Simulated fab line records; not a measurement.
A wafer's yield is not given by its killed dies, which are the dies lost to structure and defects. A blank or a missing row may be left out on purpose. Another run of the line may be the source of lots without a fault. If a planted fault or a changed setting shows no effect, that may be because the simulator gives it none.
fab line records	flow sky130
[record] lots = 4	wafers = 12	last_day = 50
route steps=708 shown POLY_CUT@317 SD_P@320 RES_XHIGH@332 SD_N@342 PAD_OPEN@708
lots that met no fault: taken from a fault-free run of the same line
start_h: hours from the record's first day to the start of the lot's first wafer shown	wait_h: hours since the lot's step before	" identical to the entry in the row above	L1.1+2: one row covering several wafers at once	- no value, or no start was given	* or withheld: withheld	< > ~ a bound
route shown NAME@n: names a module that has steps shown in the file, with the first one's number in the route	usual: mean/standard deviation of fault-free wafers	same: alike in all rows	chamber/n: place in a boat	sites: readings site by site	_std_site: their standard deviation	_edge_site: inner sites' mean taken away from outer sites' mean	radius_mm: how far each site lies from the wafer's centre	mask NAME#n: copy n	behind: the most recent tool/chamber to have shaped the wafer	hold: why the lot went on hold/how many hours it stayed there/how the hold came to an end	device: transistor that didn't switch, given as n, p or np	end of line: the same wafers' tests at the end of the route	for a step that has no rows: nothing shown but its recipe	killed: at the first sort, the dies lost to defects and structure; wafer yield is something else	map: per-die view of a wafer (x killed, . not killed, _ where there is no die)
set.NAME: the setting the step ran with; set.NAME@STEP: the setting that earlier step ran with	model.NAME: the simulator's own value behind a step, which no gauge read
a table for each step, a row for each wafer; lots at some steps of the route
services: when a tool's chamber went out of use (start_h, in hours from the record's first day, below 0 if earlier), for how many hours, and the reason
[[steps]]
[step SKY_POLY_CUT_ETCH_10]
[recipe] chemistry = N2/H2	target = BARC	ion_energy_ev = 200	source_w = 500	bias_w = 100	pressure_mtorr = 30	n2_flow_sccm = 100	h2_flow_sccm = 200	stop_on = SiO2	time_s = 45.9	target_depth_a = 600
[step SKY_POLY_CUT_ETCH_11]
[recipe] target = Si3N4	chemistry = CF4/CH2F2/Ar	stop_on = poly-Si	source_w = 600	bias_w = 150	pressure_mtorr = 40	cf4_flow_sccm = 40	ch2f2_flow_sccm = 20	Ar_flow_sccm = 150	time_s = 42.5	target_depth_a = 600
[step SKY_POLY_CUT_STRIP_12]
[recipe] chemistry = O2/N2	power_w = 1400	pressure_mtorr = 1500	platen_temp_c = withheld	o2_flow_sccm = 3000	n2_flow_sccm = 300	overash_fraction = 0.5
[step SKY_SD_P_DEHYDRATE_00]
[recipe] temp_c = 200	time_s = 60
[step SKY_SD_P_HMDS_01]
[recipe] prime_time_s = 60	prime_temp_c = 120
[step SKY_SD_P_COAT_02]
[recipe] resist = NOVOLAK	spin_rpm = 3000	resist_thk_nm = 1131
[step SKY_SD_P_SOFTBAKE_03]
[recipe] temp_c = 90	time_s = 60	resist = NOVOLAK
[step SKY_SD_P_EXPOSE_04]
[recipe] mask_id = PSDM	na = 0.6	source_shape = conventional	sigma_outer = 0.6	polarization = unpolarized	target_cd_nm = 380	dose_mj = 138
[step SKY_SD_P_PEB_05]
[recipe] temp_c = withheld	time_s = *	resist = NOVOLAK
[step SKY_SD_P_DEVELOP_06]
[recipe] resist = NOVOLAK	developer = TMAH	develop_time_s = 60	dev_temp_c = 23
[step SKY_SD_P_IMPLANT_09]
[recipe] species = BF2	energy_kev = 20	dose_cm2 = 3e+15	tilt_deg = 0
[usual] beam_on_s = 15.5/1	dose_ions_cm2 = 3.0006e+15/2.9e+12
lot.wafer	tool	chamber	start_h	wait_h	beam_on_s	dose_ions_cm2
L393.3	implanter-04	0	648.32	0.1	10.2	1.869e+15
L393.5	"	0	"	"	10.0	1.8683e+15
L393.6	"	0	"	"	9.8	1.8746e+15
L396.1	implanter-03	0	680.57	0.0	14.7	2.998e+15
L396.3	"	0	"	"	14.9	3.002e+15
L396.5	"	0	"	"	14.5	2.999e+15
L395.4	implanter-04	0	680.86	0.1	9.8	1.8719e+15
L395.5	"	0	"	"	9.8	1.8687e+15
L395.6	"	0	"	"	9.9	1.8701e+15
L407.3	implanter-04	0	758.03	0.1	14.6	3.0032e+15
L407.5	"	0	"	"	15.5	3.0026e+15
L407.6	"	0	"	"	15.3	3.0045e+15
[step SKY_SD_P_STRIP_10]
[recipe] chemistry = O2/N2	power_w = 1400	pressure_mtorr = 1500	platen_temp_c = withheld	o2_flow_sccm = 3000	n2_flow_sccm = 300	overash_fraction = 0.5
[usual] drypump_motor_current_A = 5.7/0.38	oes_product_au = 0.616/0.0043	strip_time_to_endpoint_s = 17.37/0.052
lot.wafer	tool	chamber	start_h	wait_h	drypump_motor_current_A	oes_product_au	rf_hours_counter_h	strip_time_to_endpoint_s
L393.3	plasma_asher-01	1	648.45	0.1	5.5	0.637	-	16.49
L393.5	"	1	"	"	5.4	0.639	-	16.46
L393.6	"	0	"	"	5.7	0.636	-	16.46
L396.1	plasma_asher-02	0	680.72	0.1	5.2	0.617	102	17.36
L396.3	"	1	"	"	6.5	0.608	-	17.37
L396.5	"	0	"	"	5.2	0.615	-	17.31
L395.4	plasma_asher-03	1	680.97	0.1	5.8	0.633	-	16.40
L395.5	"	0	"	"	6.0	0.639	-	16.44
L395.6	"	1	"	"	5.9	0.639	-	16.41
L407.3	plasma_asher-02	0	758.16	0.1	5.3	0.625	-	17.30
L407.5	"	1	"	"	6.5	0.614	-	17.33
L407.6	"	0	"	"	5.2	0.618	-	17.35
[step SKY_SD_P_TW_MEAS_11]
[usual] SD_P_TW = 2839/27
lot.wafer	tool	chamber	start_h	wait_h	SD_P_TW
L393.3	film_metro-02	-	648.54	0.1	2579
L393.5	"	-	"	"	2589
L393.6	"	-	"	"	2566
L396.1	film_metro-04	-	680.82	0.1	2833
L396.3	"	-	"	"	2839
L396.5	"	-	"	"	2844
L395.4	film_metro-02	-	681.07	0.1	2534
L395.5	"	-	"	"	2543
L395.6	"	-	"	"	2545
L407.3	film_metro-02	-	758.25	0.1	2830
L407.5	"	-	"	"	2831
L407.6	"	-	"	"	2827
[step SKY_RES_XHIGH_DEHYDRATE_00]
[recipe] temp_c = 200	time_s = 60
[step SKY_RES_XHIGH_HMDS_01]
[recipe] prime_time_s = 60	prime_temp_c = 120
[step SKY_RES_XHIGH_COAT_02]
[recipe] resist = NOVOLAK	spin_rpm = 3000	resist_thk_nm = 1140
[step SKY_RES_XHIGH_SOFTBAKE_03]
[recipe] temp_c = 90	time_s = 60	resist = NOVOLAK
[step SKY_RES_XHIGH_EXPOSE_04]
[recipe] mask_id = URPM	na = 0.6	source_shape = conventional	sigma_outer = 0.6	polarization = unpolarized	target_cd_nm = 1270	dose_mj = 140
[step SKY_RES_XHIGH_PEB_05]
[recipe] temp_c = withheld	time_s = *	resist = NOVOLAK
[step SKY_RES_XHIGH_DEVELOP_06]
[recipe] resist = NOVOLAK	developer = TMAH	develop_time_s = 60	dev_temp_c = 23
[step SKY_RES_XHIGH_IMPLANT_07]
[recipe] species = BF2	energy_kev = 20	dose_cm2 = 3.689e+14	tilt_deg = 0
[step SKY_RES_XHIGH_STRIP_08]
[recipe] chemistry = O2/N2	power_w = 1400	pressure_mtorr = 1500	platen_temp_c = withheld	o2_flow_sccm = 3000	n2_flow_sccm = 300	overash_fraction = 0.5
[step SKY_SD_N_DEHYDRATE_00]
[recipe] temp_c = 200	time_s = 60
[step SKY_SD_N_HMDS_01]
[recipe] prime_time_s = 60	prime_temp_c = 120
[step SKY_SD_N_COAT_02]
[recipe] resist = NOVOLAK	spin_rpm = 3000	resist_thk_nm = 1140
[step SKY_SD_N_SOFTBAKE_03]
[recipe] temp_c = 90	time_s = 60	resist = NOVOLAK
[step SKY_SD_N_EXPOSE_04]
[recipe] mask_id = NSDM	na = 0.6	source_shape = conventional	sigma_outer = 0.6	polarization = unpolarized	target_cd_nm = 380	dose_mj = 141
[step SKY_SD_N_PEB_05]
[recipe] temp_c = withheld	time_s = *	resist = NOVOLAK
[step SKY_SD_N_DEVELOP_06]
[recipe] resist = NOVOLAK	developer = TMAH	develop_time_s = 60	dev_temp_c = 23
[step SKY_SD_N_IMPLANT_09]
[recipe] species = As	energy_kev = 50	dose_cm2 = 4e+15	tilt_deg = 0
[step SKY_SD_N_IMPLANT_10]
[recipe] species = P	energy_kev = 20	dose_cm2 = 1e+14	tilt_deg = 0
[step SKY_SD_N_STRIP_11]
[recipe] chemistry = O2/N2	power_w = 1400	pressure_mtorr = 1500	platen_temp_c = withheld	o2_flow_sccm = 3000	n2_flow_sccm = 300	overash_fraction = 0.5
[step SKY_SD_N_CLEAN_13]
[recipe] chemistry = SC1/SC2	mix = 1:4:20	temp_c = 70	time_s = 150	dry = n2_spin
[step SKY_SD_N_RTA_14]
[recipe] temp_c = 1075	time_s = 2	idle_temp_c = 650	ramp_up_c_per_s = 150	ramp_down_c_per_s = 90	ambient = N2
[step SKY_SD_N_RS_MEAS_17]
[recipe] thk_meas_gauge = four-point-probe
[usual] SD_P_RS = 146.7/0.32
lot.wafer	tool	chamber	start_h	wait_h	SD_P_RS[ohm/sq]
L393.3	film_metro-01	-	704.36	0.1	154.4
L393.5	"	-	"	"	155.2
L393.6	"	-	"	"	154.2
L396.1	film_metro-02	-	735.17	0.1	146.9
L396.3	"	-	"	"	147.2
L396.5	"	-	"	"	146.9
L395.4	film_metro-01	-	735.68	0.1	154.3
L395.5	"	-	"	"	154.8
L395.6	"	-	"	"	154.4
L407.3	film_metro-02	-	811.38	0.1	147.1
L407.5	"	-	"	"	147.0
L407.6	"	-	"	"	146.6
[step SKY_PAD_OPEN_PROBE_99]
[usual] killed_at_M0_to_M3 = 44/6.6	killed_at_M4_up = 3.0/2	killed_at_contacts = 24/5.1	killed_at_front_end = 15/4.1	killed_at_other = 0.4/0.62	killed_dies = 86/9.3	killed_open = 46/6.8	killed_short = 40/5.8
[same] gross_dies = 492	killed_at_back_side = 0
lot.wafer	tool	chamber	start_h	wait_h	killed_at_M0_to_M3	killed_at_M4_up	killed_at_contacts	killed_at_front_end	killed_at_other	killed_dies	killed_open	killed_short	model.etest.licon_high_po.rc_ohm	model.etest.res_high_po.line_ohm_um	model.etest.res_pdiff.line_ohm_um	model.etest.pfet_01v8.r_on_ohm_um	model.etest.pfet_g5v0d10v5.r_on_ohm_um	model.etest.res_high_po.rs_ohm_sq	model.etest.licon_pdiff.rc_ohm	model.etest.res_pdiff_hv.rs_ohm_sq
L393.3	prober-01	-	1116.80	0.2	43	1	26	27	0	97	47	50	728.3	1092	1528	3054	4845	384.8	676.6	220.7
L393.5	prober-01	-	1116.90	0.2	47	3	36	21	0	107	69	38	723.6	1080	1534	3074	4835	373	691.3	221.7
L393.6	prober-01	-	1116.95	0.2	53	0	32	22	1	108	56	52	720	1078	1555	3012	4886	370.9	653.4	222.9
L396.1	prober-01	-	1140.07	0.1	49	6	26	22	1	104	53	51	368.6	732.5	1385	2939	4731	259.2	615.7	194.3
L396.3	prober-01	-	1140.17	0.2	44	2	17	17	2	82	47	33	368.3	765.5	1404	2893	4764	266.2	604.2	194
L396.5	prober-01	-	1140.27	0.2	53	4	26	14	0	97	49	48	367.1	742.3	1379	2926	4800	264.4	602.4	195
L395.4	prober-02	-	1141.44	0.2	48	1	33	15	0	97	52	45	754.5	1099	1510	2974	4756	376.7	660.8	215.6
L395.5	prober-02	-	1141.49	0.2	42	5	25	21	0	93	44	47	749	1079	1544	2971	4719	374.3	656.4	217.7
L395.6	prober-02	-	1141.54	0.2	48	2	31	17	1	99	60	37	773.2	1068	1539	3052	4816	376.1	686.9	217.2
L407.3	prober-02	-	1188.11	0.2	42	3	26	5	0	76	41	35	344.7	749.5	1365	2873	4771	261.6	601.3	189.6
L407.5	prober-02	-	1188.21	0.2	33	2	23	19	0	77	40	37	336.2	736.2	1366	2841	4733	259.4	541.7	191.9
L407.6	prober-02	-	1188.26	0.2	46	6	24	13	0	89	46	43	336.8	720.5	1364	2862	4658	255.2	578.9	189.1
// killed by level:class
L393.3 CONTACT:geometric_particle:open=9 METAL2:geometric_particle:short=8 POLY_GATE:geometric_particle:short=7 LI_CONTACT:geometric_particle:open=7 METAL1:geometric_particle:short=7 POLY_GATE:geometric_particle:open=6 CONTACT:geometric_particle:short=6 VIA3:geometric_particle:open=6
L393.5 VIA1:geometric_particle:open=16 CONTACT:geometric_particle:open=13 LI_CONTACT:geometric_particle:open=10 POLY_GATE:geometric_particle:open=9 VIA2:geometric_particle:open=8 FIELD_ISO:geometric_particle:open=6 POLY_GATE:geometric_particle:short=5 CONTACT:geometric_particle:short=5
L393.6 VIA1:geometric_particle:open=12 METAL1:geometric_particle:short=11 VIA1:geometric_particle:short=11 CONTACT:geometric_particle:open=9 LI_CONTACT:geometric_particle:open=7 VIA2:geometric_particle:open=7 FIELD_ISO:geometric_particle:open=6 POLY_GATE:geometric_particle:open=5
L396.1 VIA1:geometric_particle:open=14 POLY_GATE:geometric_particle:short=9 CONTACT:geometric_particle:open=8 LI_CONTACT:geometric_particle:open=8 VIA1:geometric_particle:short=7 METAL1:geometric_particle:short=6 VIA2:geometric_particle:open=6 LI_CONTACT:geometric_particle:short=5
L396.3 VIA1:geometric_particle:open=15 VIA3:geometric_particle:open=7 POLY_GATE:geometric_particle:short=6 CONTACT:geometric_particle:short=6 VIA1:geometric_particle:short=6 POLY_GATE:geometric_particle:open=5 LI_CONTACT:geometric_particle:open=5 VIA2:geometric_particle:open=5
L396.5 VIA1:geometric_particle:open=14 LI_CONTACT:geometric_particle:open=11 METAL1:geometric_particle:short=8 METAL2:geometric_particle:short=7 POLY_GATE:geometric_particle:short=6 VIA2:geometric_particle:open=5 CONTACT:geometric_particle:open=5 VIA1:geometric_particle:short=5
L395.4 LI_CONTACT:geometric_particle:open=11 VIA1:geometric_particle:open=11 CONTACT:geometric_particle:open=9 VIA1:geometric_particle:short=8 POLY_GATE:geometric_particle:short=5 CONTACT:geometric_particle:short=5 VIA2:geometric_particle:open=5 VIA3:geometric_particle:short=5
L395.5 VIA1:geometric_particle:open=11 CONTACT:geometric_particle:open=10 METAL1:geometric_particle:short=8 CONTACT:geometric_particle:short=7 METAL4:geometric_particle:short=5 FIELD_ISO:geometric_particle:open=4 POLY_GATE:geometric_particle:short=4 LOCAL_INTERCONNECT:geometric_particle:short=4
L395.6 CONTACT:geometric_particle:open=15 VIA1:geometric_particle:open=11 VIA3:geometric_particle:open=10 POLY_GATE:geometric_particle:short=6 METAL1:geometric_particle:short=6 LI_CONTACT:geometric_particle:open=5 METAL2:geometric_particle:short=5 VIA2:geometric_particle:open=5
L407.3 LI_CONTACT:geometric_particle:open=9 CONTACT:geometric_particle:short=9 METAL2:geometric_particle:short=8 VIA1:geometric_particle:open=7 VIA2:geometric_particle:open=7 CONTACT:geometric_particle:open=6 VIA3:geometric_particle:open=6 METAL3:geometric_particle:short=4
L407.5 CONTACT:geometric_particle:open=12 POLY_GATE:geometric_particle:short=9 VIA1:geometric_particle:open=9 VIA2:geometric_particle:open=7 METAL1:geometric_particle:short=6 FIELD_ISO:geometric_particle:open=5 CONTACT:geometric_particle:short=5 LI_CONTACT:geometric_particle:short=4
L407.6 VIA1:geometric_particle:open=13 CONTACT:geometric_particle:open=7 LI_CONTACT:geometric_particle:open=7 METAL4:geometric_particle:short=6 FIELD_ISO:geometric_particle:short=5 METAL1:geometric_particle:short=5 VIA2:geometric_particle:open=5 LOCAL_INTERCONNECT:geometric_particle:short=4
[[services]]
tool	chamber	start_h	hours	kind
implanter-04	-	630.26	0.6	repair
plasma_asher-02	-	654.79	5.7	repair
plasma_asher-01	-	675.51	28.1	pm
plasma_asher-03	-	686.08	12.7	repair
implanter-04	-	701.92	5.2	repair
implanter-04	-	722.15	2.7	repair
plasma_asher-02	-	733.75	9.0	pm
plasma_asher-02	0	733.75	9.0	vent_cycle
plasma_asher-02	1	733.75	9.0	vent_cycle
plasma_asher-02	-	737.95	3.9	repair
plasma_asher-02	-	741.57	0.5	repair
plasma_asher-02	0	742.75	-	clean
plasma_asher-02	1	742.75	-	clean
implanter-04	-	746.46	1.3	repair
[[key]]
[first_sign] step = SKY_SD_P_IMPLANT_09	reading = dose_ions_cm2	direction = down	sigmas = 99+	usual = *	struck = *
[effect] step = SKY_SD_P_IMPLANT_09	reading = beam_on_s	direction = down	sigmas = 5.4	usual = 15.5	struck = 9.9
[effect] step = SKY_SD_P_STRIP_10	reading = strip_time_to_endpoint_s	direction = down	sigmas = 18	usual = *	struck = *
[effect] step = SKY_SD_P_TW_MEAS_11	reading = SD_P_TW	direction = down	sigmas = 10	usual = 2839	struck = 2560
[effect] step = SKY_SD_N_RS_MEAS_17	reading = SD_P_RS	direction = up	sigmas = 24	usual = 146.7	struck = 154.6
[model_effect] step = SKY_PAD_OPEN_PROBE_99	value = etest.licon_high_po.rc_ohm	without = 344.1	struck = 741.4
met_at SKY_SD_P_IMPLANT_09
struck_wafers L393.3,L393.5,L393.6,L395.4,L395.5,L395.6
tester_left_out L393,L395
[fault] kind = process_parameter_drift	tool = implanter-04	chamber = -	onset_h = 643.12	steps = SKY_SD_P_IMPLANT_09	channel = dose_cm2	offset = *	shape = step	end_h = 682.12	acts_in = *	stated = *
// tester_left_out: of these lots the tester's yield and bins aren't shown, on N5 and GAA mostly nor the transistor test; their killed dies are dies lost to structure and defects alone, not to doping, threshold or leakage, so they don't give the yield
